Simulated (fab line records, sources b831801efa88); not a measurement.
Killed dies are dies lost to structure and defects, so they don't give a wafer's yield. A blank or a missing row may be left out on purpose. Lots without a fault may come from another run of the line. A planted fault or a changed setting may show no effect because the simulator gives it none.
Problem report in the 8D (eight disciplines) form, filled by code | flow sky130 | the parts of the form that need people (team, actions taken, sign-off) are left out

1. THE PROBLEM
run_length_s at SKY_FIELD_ISO_ETCH_17 reads a mean of 91.2 s on 3 wafers of 3 lots; wafers without a fault read 126.2 s with a standard deviation of 0.45. That is -78 standard deviations from the usual mean.
The step: etches Si in HBr/Cl2/O2, target depth 342 nm, time 97.7 s.
First seen on wafer L912.1, day 3 21:43, on rie_si-01. The record holds 39 wafers of 14 lots with a number at this step. Rule for "out", or "out of limits": more than 4 standard deviations from the usual mean. The other wafers with a number count as sound.

2. WHAT IT IS AND WHAT IT IS NOT
question                    | is                     | is not
which readings at this step | run_length_s           | drypump_motor_current_A, oes_product_au, throttle_valve_pct
which lots                  | L912, L913, L914       | L904, L905, L906, L907, L908, L910, L921, L923, L925, L926, L927
which wafers of those lots  | L912.1, L913.5, L914.1 | L912.2, L913.2, L914.3
read on which tools         | rie_si-01              | rie_si-02
when                        | from day 3 21:43       | up to then (19 sound wafers); but 17 sound wafers of L913, L914, L921, L923, L925, L926, L927 came after

3. SUSPECTS, AND WHAT RULES EACH OUT
Counting: a tool at a process step up to the reading stays a suspect if it ran every lot that is out. Sound lots after the first of them don't rule it out here, since some wafers of a struck lot are sound.
- rie_si-01 at SKY_FIELD_ISO_ETCH_17 (etches Si in HBr/Cl2/O2, target depth 342 nm, time 97.7 s): kept. It ran every lot that is out, first L912 (day 3 21:43); its last sound lot up to then is L908 (day 3 04:04). Its own readings are out on those wafers: run_length_s.
Left after counting: rie_si-01 at SKY_FIELD_ISO_ETCH_17.

4. THE CAUSE (what the simulator had put in)
Process parameter drift: rie_si-01, from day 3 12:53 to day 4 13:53, at SKY_FIELD_ISO_ETCH_17. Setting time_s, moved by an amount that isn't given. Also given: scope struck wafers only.
Counting left only this tool.

5. THE CHAIN OF EFFECTS, in route order
Each row: a reading whose mean over the struck wafers that have a number lies more than 3 standard deviations from the usual. Only readings for which the record gives a usual standard deviation are gone through. hours: the time from each lot's start at the first step in this table that gives one to its start at this step, as a median over the lots. sigmas: the change in usual standard deviations.
hours | step                  | reading      | usual   | on struck wafers | change | sigmas
0     | SKY_FIELD_ISO_ETCH_17 | run_length_s | 126.2 s | 91.2             | -35.0  | -78
The process steps in it:
- SKY_FIELD_ISO_ETCH_17: etches Si in HBr/Cl2/O2, target depth 342 nm, time 97.7 s.
Readings that are blank on the struck wafers while sound wafers have them: bias_w at SKY_FIELD_ISO_ETCH_17.
Later measuring or inspecting steps at which every struck wafer that the step has a row for has a number for every such reading, and none has moved that far: SKY_FIELD_ISO_THK_MEAS_23, SKY_PWDE_OVL_MEAS_07.

6. WHAT WOULD HAVE CAUGHT IT SOONER
In this record the first reading out of limits was taken at day 3 21:43, 9 hours after the fault began at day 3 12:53.
